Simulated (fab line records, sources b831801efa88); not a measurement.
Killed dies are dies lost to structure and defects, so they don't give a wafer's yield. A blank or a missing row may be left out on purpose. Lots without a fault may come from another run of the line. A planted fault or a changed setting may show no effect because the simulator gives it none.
Tool commonality check | flow gf180mcu | 13 lots, 39 wafers sampled

WHY IT WAS OPENED
At GF_NSD_OVL_MEAS_08 the reading NSD_OVL is flagged on 2 of 13 lots. Wafers without a fault read 1.0 nm, standard deviation 1.3.
Rule: a lot is flagged when every wafer of it that has a number lies more than 4 standard deviations from that mean, or none has a number. The other lots count as sound.

lot  | measured     | on         | NSD_OVL (nm), wafer by wafer | flag
L691 | day 13 09:22 | overlay-02 | 2.4 2.8 3.1                  |
L692 | day 13 17:46 | overlay-02 | -0.4 0.3 -0.1                |
L693 | day 14 01:04 | overlay-02 | 1.1 0.4 1.4                  |
L694 | day 14 08:56 | overlay-02 | 1.5 1.3 1.1                  |
L695 | day 14 20:35 | overlay-02 | 2.6 3.8 2.7                  |
L696 | day 15 00:41 | overlay-02 | 0.9 -0.2 1.7                 |
L702 | day 17 05:41 | overlay-02 | 142.1 141.3 140.7            | FLAGGED
L703 | day 17 08:37 | overlay-02 | 141.5 141.1 141.7            | FLAGGED
L707 | day 19 02:22 | overlay-01 | 0.7 3.9 1.9                  |
L708 | day 19 20:41 | overlay-01 | 1.4 1.1 -0.1                 |
L712 | day 20 20:17 | overlay-02 | -0.1 0.3 -0.7                |
L713 | day 21 09:41 | overlay-02 | 3.5 2.0 0.7                  |
L714 | day 21 12:29 | overlay-02 | 0.8 0.6 1.2                  |
The numbers of the flagged lots are 141.4 nm on average: +140.4 nm against the usual, or +99 or more standard deviations.

WHICH TOOL RAN EACH LOT
The record holds 1 process step before the reading, out of a route of 602 steps. In each cell: the tool, then ch and the chambers that the sampled wafers went through, then the start.
lot  | flag    | GF_NSD_EXPOSE_04
L691 |         | iline_stepper-02 ch 0, day 12 23:22
L692 |         | iline_stepper-02 ch 0, day 13 07:11
L693 |         | iline_stepper-01 ch 0, day 13 15:11
L694 |         | iline_stepper-02 ch 0, day 13 22:41
L695 |         | iline_stepper-02 ch 0, day 14 09:45
L696 |         | iline_stepper-01 ch 0, day 14 14:22
L702 | FLAGGED | iline_stepper-01 ch 0, day 16 18:30
L703 | FLAGGED | iline_stepper-01 ch 0, day 16 21:19
L707 |         | iline_stepper-02 ch 0, day 18 14:38
L708 |         | iline_stepper-02 ch 0, day 19 08:12
L712 |         | iline_stepper-02 ch 0, day 20 08:16
L713 |         | iline_stepper-02 ch 0, day 20 21:55
L714 |         | iline_stepper-02 ch 0, day 21 01:29
What these steps do:
- GF_NSD_EXPOSE_04: exposes mask Nplus, target cd 400 nm.
- GF_NSD_OVL_MEAS_08

FLAGGED OVER TOTAL, TOOL BY TOOL (the gauges that took the reading come last)
step               | tool             | lots run | flagged | share of the flagged lots | sound lots run after its first flagged lot
GF_NSD_EXPOSE_04   | iline_stepper-01 | 4        | 2       | all                       | 0
GF_NSD_EXPOSE_04   | iline_stepper-02 | 9        | 0       | none                      | -
GF_NSD_OVL_MEAS_08 | overlay-01       | 2        | 0       | none                      | -
GF_NSD_OVL_MEAS_08 | overlay-02       | 11       | 2       | all                       | 3 (L712,L713,L714)

WHAT THE TABLE ALLOWS
2 rows of the table ran every flagged lot: iline_stepper-01 at GF_NSD_EXPOSE_04, overlay-02 at GF_NSD_OVL_MEAS_08.
- iline_stepper-01 at GF_NSD_EXPOSE_04: 2 of its 4 lots flagged. Its last sound lot is L696 (day 14 14:22), its first flagged lot L702 (day 16 18:30): a fault that began between those two fits.
- overlay-02 at GF_NSD_OVL_MEAS_08: 2 of its 11 lots flagged. Sound lots ran on it after the first flagged one (L712, L713, L714), which a lasting fault on the whole tool wouldn't allow.
One tool is left: iline_stepper-01 at GF_NSD_EXPOSE_04.

WHAT THE SIMULATOR HAD PUT IN
Scanner matching overlay: iline_stepper-01, from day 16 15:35 on, at GF_NSD_EXPOSE_04. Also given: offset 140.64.
Lots struck among those shown: L702, L703. The rule above found the same.
